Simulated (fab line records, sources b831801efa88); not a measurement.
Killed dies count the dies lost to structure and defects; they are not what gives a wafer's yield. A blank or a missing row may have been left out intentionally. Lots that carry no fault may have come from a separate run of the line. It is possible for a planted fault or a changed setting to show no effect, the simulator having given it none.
What tool caused it? + flow sky130 + 14 lots with 42 wafers sampled at 2 steps, on a route of 708 steps

== WHAT THE GAUGES READ, wafer by wafer ==
The record holds no reading of a measuring or inspecting step that can be judged against a usual standard deviation.

== WHAT TOOL EACH LOT RAN ON (gives the tool, then ch and the chambers of the sampled wafers, and finally the start) ==
| lot  | SKY_FIELD_ISO_ETCH_17          | SKY_PAD_OPEN_PROBE_99   |
|------|--------------------------------|-------------------------|
| L550 | rieSi-02 ch 2,3, day 2 16:14   | prober-01, day 45 18:52 |
| L549 | rieSi-01 ch 0,1,2, day 2 17:13 | prober-02, day 46 06:37 |
| L551 | rieSi-02 ch 0,1, day 3 00:46   | prober-01, day 46 08:04 |
| L552 | rieSi-02 ch 0,1,3, day 3 04:44 | prober-02, day 46 17:02 |
| L553 | rieSi-02 ch 0,2,3, day 3 10:08 | prober-01, day 46 21:23 |
| L554 | rieSi-01 ch 0,1,3, day 3 17:32 | prober-02, day 47 06:29 |
| L558 | rieSi-01 ch 0,1,2, day 4 10:02 | prober-02, day 48 03:43 |
| L561 | rieSi-02 ch 0,1, day 4 23:56   | prober-01, day 50 08:37 |
| L562 | rieSi-01 ch 0,1,2, day 5 05:52 | prober-02, day 50 11:26 |
| L563 | rieSi-02 ch 0,1,2, day 5 14:47 | prober-01, day 50 10:14 |
| L564 | rieSi-01 ch 0,2,3, day 5 18:05 | prober-02, day 50 09:50 |
| L565 | rieSi-02 ch 0,1,3, day 5 22:19 | prober-02, day 50 14:47 |
| L568 | rieSi-02 ch 1,2, day 6 16:53   | prober-01, day 50 13:33 |
| L571 | rieSi-02 ch 0,1,3, day 7 06:29 | prober-02, day 50 17:50 |
- SKY_FIELD_ISO_ETCH_17: etches Si in HBr/Cl2/O2, target depth 342 nm, time 97.7 s.
- SKY_PAD_OPEN_PROBE_99

== WHAT THE TOOLS THEMSELVES READ (means of the sampled wafers that have a number; where no wafer has one, the mark that the record gives instead) ==
SKY_FIELD_ISO_ETCH_17. Usual: drypumpMotorCurrentA 5.9 A, standard deviation 0.54; oesProductAu 1.003 a.u., standard deviation 0.0086; throttleValvePct 25.654 %, standard deviation 0.011.
| lot  | tool     | drypumpMotorCurrentA (A) | oesProductAu (a.u.) | throttleValvePct (%) | flag |
|------|----------|--------------------------|---------------------|----------------------|------|
| L550 | rieSi-02 | 6.1                      | 1.012               | 25.640               |      |
| L549 | rieSi-01 | 5.7                      | 0.995               | 25.659               |      |
| L551 | rieSi-02 | 5.9                      | 1.005               | 25.646               |      |
| L552 | rieSi-02 | 6.0                      | 1.007               | 25.649               |      |
| L553 | rieSi-02 | 5.9                      | 1.003               | 25.636               |      |
| L554 | rieSi-01 | 6.1                      | 0.998               | 25.661               |      |
| L558 | rieSi-01 | 5.7                      | 0.993               | 25.669               |      |
| L561 | rieSi-02 | 5.7                      | 1.011               | 25.644               |      |
| L562 | rieSi-01 | 5.7                      | 0.993               | 25.659               |      |
| L563 | rieSi-02 | 5.6                      | 1.003               | 25.642               |      |
| L564 | rieSi-01 | 5.8                      | 1.004               | 25.653               |      |
| L565 | rieSi-02 | 6.1                      | 1.012               | 25.652               |      |
| L568 | rieSi-02 | 5.3                      | 1.004               | 25.654               |      |
| L571 | rieSi-02 | 6.1                      | 1.015               | 25.652               |      |

SKY_PAD_OPEN_PROBE_99. Usual: killed_at_M0_to_M3 44, standard deviation 7.9; killed_at_M4_up 3.1, standard deviation 1.9; killedAtContacts 24, standard deviation 4.6; killedAtFrontEnd 16, standard deviation 4.9; killedAtOther 0.3, standard deviation 0.6; killedDies 87, standard deviation 9.7; killedOnRim 17, standard deviation 3.7; killedOpen 48, standard deviation 7.2; killedShort 39, standard deviation 5.6.
| lot  | tool      | killed_at_M0_to_M3 | killed_at_M4_up | killedAtContacts | killedAtFrontEnd | killedAtOther | killedDies | killedOnRim | killedOpen | killedShort | flag |
|------|-----------|--------------------|-----------------|------------------|------------------|---------------|------------|-------------|------------|-------------|------|
| L550 | prober-01 | 38                 | 2.7             | 28               | 14               | 0.3           | 83         | 18          | 51         | 31          |      |
| L549 | prober-02 | 51                 | 2.7             | 24               | 16               | 0.0           | 93         | 21          | 48         | 45          |      |
| L551 | prober-01 | 44                 | 4.3             | 19               | 18               | 0.0           | 85         | 17          | 47         | 37          |      |
| L552 | prober-02 | 59                 | 3.0             | 23               | 15               | 0.3           | 101        | 19          | 57         | 44          |      |
| L553 | prober-01 | 45                 | 2.0             | 30               | 11               | 0.0           | 88         | 15          | 49         | 38          |      |
| L554 | prober-02 | 39                 | 5.0             | 25               | 15               | 0.3           | 84         | 18          | 48         | 36          |      |
| L558 | prober-02 | 47                 | 3.0             | 21               | 16               | 0.0           | 88         | 15          | 48         | 40          |      |
| L561 | prober-01 | 40                 | 2.3             | 24               | 22               | 0.7           | 89         | 22          | 51         | 38          |      |
| L562 | prober-02 | 34                 | 3.3             | 19               | 34               | 0.0           | 91         | 18          | 41         | 34          | OFF  |
| L563 | prober-01 | 44                 | 3.3             | 21               | 16               | 0.0           | 85         | 18          | 46         | 39          |      |
| L564 | prober-02 | 43                 | 2.0             | 26               | 32               | 0.3           | 103        | 18          | 45         | 41          | OFF  |
| L565 | prober-02 | 49                 | 2.3             | 17               | 9                | 0.7           | 78         | 16          | 40         | 38          |      |
| L568 | prober-01 | 49                 | 5.0             | 26               | 14               | 0.0           | 93         | 17          | 56         | 36          |      |
| L571 | prober-02 | 46                 | 2.0             | 23               | 16               | 0.7           | 88         | 16          | 49         | 38          |      |

== THE ANSWER, worked out from the rows above alone ==
Rule: take the mean of a lot's wafers that have a number; if it is more than 3 standard deviations from the usual mean, the lot is off. Also off: a lot with no number at a reading for which 4 or more lots have one. The other lots that the step has rows for count as sound. After the gauges, taken in route order, come the tools' own readings; for these a lot's mean is taken, as printed above. The first step at which some lot is off is used, and at that step the reading that is off furthest; a lot without a number counts as furthest.
Off at SKY_PAD_OPEN_PROBE_99 (killedAtFrontEnd): L562, L564.
If a tool, at that step or one of the process steps before it, ran each lot that is off and ran no sound lot following the first of them, it fits. One fits: SKY_FIELD_ISO_ETCH_17 on rieSi-01. Its last sound lot is L558 (day 4 10:02), its first lot that is off L562 (day 5 05:52): a fault that began between those two fits.

== WHAT HAD BEEN PUT IN BY THE SIMULATOR ==
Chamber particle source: rieSi-01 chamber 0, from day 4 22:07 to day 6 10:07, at SKY_FIELD_ISO_ETCH_17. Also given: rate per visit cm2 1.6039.
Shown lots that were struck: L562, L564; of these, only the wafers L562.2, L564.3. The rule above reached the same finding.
